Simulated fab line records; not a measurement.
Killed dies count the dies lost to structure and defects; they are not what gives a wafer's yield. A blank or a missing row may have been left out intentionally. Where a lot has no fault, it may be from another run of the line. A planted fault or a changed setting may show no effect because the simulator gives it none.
Struck lot and sound lot, side by side | flow sky130 | 16 steps out of a route of 708
Sound: the wafers L567.2, L567.3, L567.4. The struck wafers were L582.1, L582.3, L582.5. The cause is named last.
Per side, at each step with rows, come the tool, then ch with its chambers, and then its first start. Under that, the readings that differ: sound wafers | struck wafers | difference of the means | sigmas: that difference in standard deviations of wafers without a fault.
alike: words and numbers the same on both sides, and readings whose means are apart by under 2 such deviations; not compared: readings that were withheld, readings missing a value for some wafer, numbers with overlapping values and no deviation given by the record, and bounds like >300 which may hide the same value.
Wherever a step has rows on one side only, a row that says differs or no value, or a row with sigmas, the two part there. Numbers that have no deviation but don't overlap get no sigmas and don't part them. A reading that every wafer of one side lacks parts them only if that side has two wafers or more.

first, 1 step without rows for these wafers: SKY_LDD_N_IMPLANT_15.
SKY_LDD_N_STRIP_16: strips in O2/N2.
  sound on plasmaAsher-01 ch 0,1, day 18 08:35; struck on plasmaAsher-01 ch 0, day 24 06:37
reading             | sound             | struck            | difference | sigmas
oesProductAu (a.u.) | 0.411 0.418 0.407 | 0.401 0.401 0.402 | -0.011     | -2
  alike: drypumpMotorCurrentA, stripTimeToEndpointS
  not compared: rfHoursCounterH
SKY_LDD_N_TW_MEAS_17:
  sound on filmMetro-04 at day 18 08:41; struck on filmMetro-04 at day 24 06:43
  alike: LDD_N_TW
then, 7 steps without rows for these wafers: SKY_LDD_P_DEHYDRATE_00 (time 60 s); SKY_LDD_P_HMDS_01 (prime time 60 s); SKY_LDD_P_COAT_02 (resist thk 1140 nm); SKY_LDD_P_SOFTBAKE_03 (time 60 s); SKY_LDD_P_EXPOSE_04 (exposes mask PSDM, target cd 380 nm); SKY_LDD_P_PEB_05; SKY_LDD_P_DEVELOP_06 (develop time 60 s).
SKY_LDD_P_CD_MEAS_07: the cd target is 380 nm.
  sound on cdSem-02 at day 19 14:20; struck on cdSem-01 at day 25 12:01
  alike: cdNm
SKY_LDD_P_OVL_MEAS_08:
  sound on overlay-01 at day 19 14:26; struck on overlay-02 at day 25 12:08
  alike: LDD_P_OVL
SKY_LDD_P_IMPLANT_09:
  sound on implanter-02 ch 0, day 19 14:29; struck on implanter-02 ch 0, day 25 12:11
reading          | sound                      | struck                        | difference | sigmas
doseIonsCm2      | 1.0002e+13 9.986e+12 1e+13 | 8.472e+12 8.471e+12 8.454e+12 | -1.530e+12 | -99 or more
faradayCurrentUA | 57.0 55.4 57.6             | 49.3 48.3 47.1                | -8.4       | -8
SKY_LDD_P_STRIP_10: strips in O2/N2.
  sound on plasmaAsher-02 ch 0,1, day 19 14:37; struck on plasmaAsher-02 ch 0,1, day 25 12:20
  alike: drypumpMotorCurrentA, oesProductAu, stripTimeToEndpointS
  not compared: rfHoursCounterH
SKY_LDD_P_TW_MEAS_11:
  sound on filmMetro-04 at day 19 14:44; struck on filmMetro-04 at day 25 12:40
reading  | sound       | struck      | difference | sigmas
LDD_P_TW | 633 634 634 | 603 600 602 | -32        | -9
  not compared: hold
-- record jumps: 25 days separate the struck wafers' starts on either side; left off in module LDD_P, taken up again in module PAD_OPEN, whose first shown step is the route's number 708 --
SKY_PAD_OPEN_PROBE_99:
  sound on prober-02 at day 46 01:29; struck on prober-01 at day 50 06:31
reading                  | sound          | struck         | difference | sigmas
model.etest.tipP.rsOhmSq | 6920 6906 6864 | 7862 7908 7864 | +981       | 
  alike: killed_at_M0_to_M3, killed_at_M4_up, killedAtContacts, killedAtFrontEnd, killedAtOther, killedDies, killedOpen, killedShort

== WHERE THEY PART ==
At SKY_LDD_N_STRIP_16 first; at SKY_LDD_P_TW_MEAS_11 last (within this record only). Later steps at which nothing parts them and some readings are alike: SKY_PAD_OPEN_PROBE_99.

WHY: the cause the simulator had injected
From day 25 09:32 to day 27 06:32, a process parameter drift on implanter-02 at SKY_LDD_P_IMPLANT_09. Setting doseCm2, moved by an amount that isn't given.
